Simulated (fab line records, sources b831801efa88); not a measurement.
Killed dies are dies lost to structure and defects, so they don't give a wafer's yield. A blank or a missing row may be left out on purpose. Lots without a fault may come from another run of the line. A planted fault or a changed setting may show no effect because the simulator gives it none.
Which tool did it? | flow gf180mcu | 12 lots, 36 wafers sampled, at 5 steps of a route of 602

WHAT THE GAUGES READ, wafer by wafer
GF_VT_IMPLANT_OVL_MEAS_07.
lot  | measured     | on         | VT_IMPLANT_OVL (nm)
L323 | day 5 13:05  | overlay-01 | 1.0 1.3 3.8
L324 | day 5 20:56  | overlay-01 | -0.8 -0.9 -2.6
L325 | day 6 02:47  | overlay-02 | -0.7 2.2 2.4
L326 | day 6 07:32  | overlay-02 | -2.2 -2.0 -1.4
L327 | day 6 15:11  | overlay-01 | -0.7 -1.8 -2.1
L328 | day 6 20:53  | overlay-02 | -3.0 -2.7 -2.5
L335 | day 8 17:53  | overlay-02 | -1.8 0.0 -1.8
L336 | day 8 22:08  | overlay-01 | 0.4 0.0 0.9
L339 | day 9 16:41  | overlay-01 | -2.1 0.1 -0.4
L340 | day 10 00:40 | overlay-01 | -2.5 -0.8 -2.3
L342 | day 10 12:16 | overlay-02 | -2.7 -2.5 -2.0
L343 | day 10 19:50 | overlay-02 | -1.5 -1.5 -1.6

GF_VT_IMPLANT_RS_MEAS_48: measures by four-point-probe.
lot  | measured     | on            | LVPWELL_RS (ohm/sq)
L323 | day 7 12:07  | film_metro-04 | 1195.1 1199.1 1197.4
L324 | day 7 21:04  | film_metro-03 | 1192.8 1193.1 1191.2
L325 | day 8 02:37  | film_metro-01 | 1196.2 1197.5 1195.0
L326 | day 8 08:16  | film_metro-03 | 1195.4 1199.8 1198.2
L327 | day 8 15:28  | film_metro-03 | 1198.0 1196.0 1197.5
L328 | day 8 22:08  | film_metro-03 | 1194.8 1196.2 1197.4
L335 | day 10 23:52 | film_metro-04 | 1185.7 1183.2 1182.9
L336 | day 11 02:46 | film_metro-01 | 1177.8 1178.0 1179.0
L339 | day 11 23:35 | film_metro-03 | 1186.8 1182.5 1184.9
L340 | day 12 08:19 | film_metro-03 | 1194.6 1193.0 1191.9
L342 | day 12 22:01 | film_metro-01 | 1192.1 1193.8 1190.4
L343 | day 13 05:53 | film_metro-03 | 1199.9 1196.0 1199.3

WHICH TOOL RAN EACH LOT (tool, then ch and the chambers of the sampled wafers, then the start)
lot  | GF_LVPWELL_IMPLANT_08          | GF_VT_IMPLANT_STRIP_20               | GF_VT_IMPLANT_STRIP_31
L323 | implanter-04 ch 0, day 3 20:20 | plasma_asher-03 ch 0,1, day 6 04:16  | plasma_asher-01 ch 0,1, day 6 19:31
L324 | implanter-01 ch 0, day 4 02:05 | plasma_asher-03 ch 0,1, day 6 12:52  | plasma_asher-01 ch 0,1, day 7 04:13
L325 | implanter-01 ch 0, day 4 07:58 | plasma_asher-02 ch 0,1, day 6 18:19  | plasma_asher-02 ch 0,1, day 7 10:01
L326 | implanter-04 ch 0, day 4 11:46 | plasma_asher-03 ch 0,1, day 6 23:01  | plasma_asher-02 ch 0,1, day 7 15:13
L327 | implanter-03 ch 0, day 4 18:34 | plasma_asher-01 ch 0,1, day 7 06:52  | plasma_asher-02 ch 0,1, day 7 22:43
L328 | implanter-04 ch 0, day 5 00:17 | plasma_asher-01 ch 0,1, day 7 13:01  | plasma_asher-02 ch 0,1, day 8 04:52
L335 | implanter-04 ch 0, day 6 16:52 | plasma_asher-02 ch 0,1, day 9 11:34  | plasma_asher-03 ch 0,1, day 10 05:01
L336 | implanter-04 ch 0, day 6 19:58 | plasma_asher-01 ch 0,1, day 9 14:52  | plasma_asher-03 ch 0,1, day 10 08:49
L339 | implanter-04 ch 0, day 7 15:08 | plasma_asher-02 ch 0,1, day 10 10:10 | plasma_asher-02 ch 0, day 11 04:25
L340 | implanter-01 ch 0, day 7 21:40 | plasma_asher-02 ch 0,1, day 10 18:49 | plasma_asher-03 ch 0,1, day 11 13:22
L342 | implanter-01 ch 0, day 8 08:26 | plasma_asher-01 ch 0,1, day 11 07:01 | plasma_asher-03 ch 0,1, day 12 01:40
L343 | implanter-03 ch 0, day 8 15:44 | plasma_asher-02 ch 0,1, day 11 14:07 | plasma_asher-03 ch 0,1, day 12 09:37
- GF_LVPWELL_IMPLANT_08
- GF_VT_IMPLANT_STRIP_20: strips in O2/N2.
- GF_VT_IMPLANT_STRIP_31: strips in O2/N2.

WHAT THE TOOLS THEMSELVES READ (means of the sampled wafers that have a number; where no wafer has one, the mark that the record gives instead)
GF_LVPWELL_IMPLANT_08.
lot  | tool         | beam_on_s (s) | dose_ions_cm2
L323 | implanter-04 | 9.88          | 1.5e+13
L324 | implanter-01 | 9.82          | 1.5e+13
L325 | implanter-01 | 9.90          | 1.5e+13
L326 | implanter-04 | 9.94          | 1.5e+13
L327 | implanter-03 | 10.07         | 1.5e+13
L328 | implanter-04 | 9.98          | 1.5e+13
L335 | implanter-04 | 9.99          | 1.5e+13
L336 | implanter-04 | 9.95          | 1.5e+13
L339 | implanter-04 | 10.19         | 1.5e+13
L340 | implanter-01 | 10.10         | 1.5e+13
L342 | implanter-01 | 9.87          | 1.5e+13
L343 | implanter-03 | 9.96          | 1.5e+13

GF_VT_IMPLANT_STRIP_20.
lot  | tool            | drypump_motor_current_A (A) | heater_power_w (W) | oes_product_au (a.u.) | strip_time_to_endpoint_s (s)
L323 | plasma_asher-03 | 5.1                         | 320                | 0.721                 | 12.64
L324 | plasma_asher-03 | 5.4                         | 312                | 0.723                 | 12.66
L325 | plasma_asher-02 | 6.0                         | 379                | 0.718                 | 12.62
L326 | plasma_asher-03 | 5.4                         | 313                | 0.713                 | 12.60
L327 | plasma_asher-01 | 6.3                         | 269                | 0.714                 | 12.63
L328 | plasma_asher-01 | 6.1                         | 297                | 0.715                 | 12.62
L335 | plasma_asher-02 | 5.6                         | 349                | 0.720                 | 12.59
L336 | plasma_asher-01 | 6.1                         | 294                | 0.717                 | 12.60
L339 | plasma_asher-02 | 5.9                         | 377                | 0.717                 | 12.57
L340 | plasma_asher-02 | 6.0                         | 386                | 0.718                 | 12.62
L342 | plasma_asher-01 | 6.1                         | 296                | 0.721                 | 12.68
L343 | plasma_asher-02 | 5.6                         | 343                | 0.717                 | 12.57

GF_VT_IMPLANT_STRIP_31.
lot  | tool            | drypump_motor_current_A (A) | heater_power_w (W) | oes_product_au (a.u.) | strip_time_to_endpoint_s (s)
L323 | plasma_asher-01 | 6.1                         | 294                | 0.716                 | 12.64
L324 | plasma_asher-01 | 6.1                         | 292                | 0.716                 | 12.59
L325 | plasma_asher-02 | 5.6                         | 350                | 0.714                 | 12.62
L326 | plasma_asher-02 | 6.0                         | 384                | 0.717                 | 12.65
L327 | plasma_asher-02 | 5.9                         | 379                | 0.718                 | 12.61
L328 | plasma_asher-02 | 6.0                         | 384                | 0.717                 | 12.66
L335 | plasma_asher-03 | 5.1                         | 323                | 0.715                 | 12.65
L336 | plasma_asher-03 | 5.2                         | 320                | 0.718                 | 12.64
L339 | plasma_asher-02 | 5.3                         | 307                | 0.716                 | 12.58
L340 | plasma_asher-03 | 5.2                         | 321                | 0.715                 | 12.59
L342 | plasma_asher-03 | 5.4                         | 319                | 0.716                 | 12.63
L343 | plasma_asher-03 | 5.1                         | 315                | 0.717                 | 12.62

THE ANSWER, worked out from the rows above alone
Rule: what is usual is taken from the lots themselves. Put in order of their means at a reading, lots are off if they are a third of the lots or fewer, leave a main group of 4 or more, and stand apart from it by a gap of 3 or more times the standard deviation of the main group's means; of several such gaps the widest counts. A main group whose means are all the same, to the digits that the tables above print for the reading, isn't used. A lot without any number at a reading at which 4 lots or more have one is off too. The other lots that the step has rows for count as sound. The gauges are gone through in route order, then the tools' own readings, and for those a lot's mean is taken as printed above. The first step at which some lot is off is used, and at that step the reading that is off furthest; a lot without a number counts as furthest.
Off: L335, L336, L339, at GF_VT_IMPLANT_RS_MEAS_48 (LVPWELL_RS). The main group: mean 1195.6 ohm/sq, standard deviation 2.3.
A tool fits if, at a process step before that reading, it ran every lot that is off, and no sound lot after the first of them. The gauges at GF_VT_IMPLANT_RS_MEAS_48 are tried like those tools. One fits: implanter-04 at GF_LVPWELL_IMPLANT_08. Its last sound lot is L328 (day 5 00:17), its first lot that is off L335 (day 6 16:52): a fault that began between those two fits.

WHAT THE SIMULATOR HAD PUT IN
Process parameter drift: implanter-04, from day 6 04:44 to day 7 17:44, at GF_LVPWELL_IMPLANT_08. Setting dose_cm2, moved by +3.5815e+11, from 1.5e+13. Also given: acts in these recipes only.
Lots struck among those shown: L335, L336, L339. The rule above found the same.
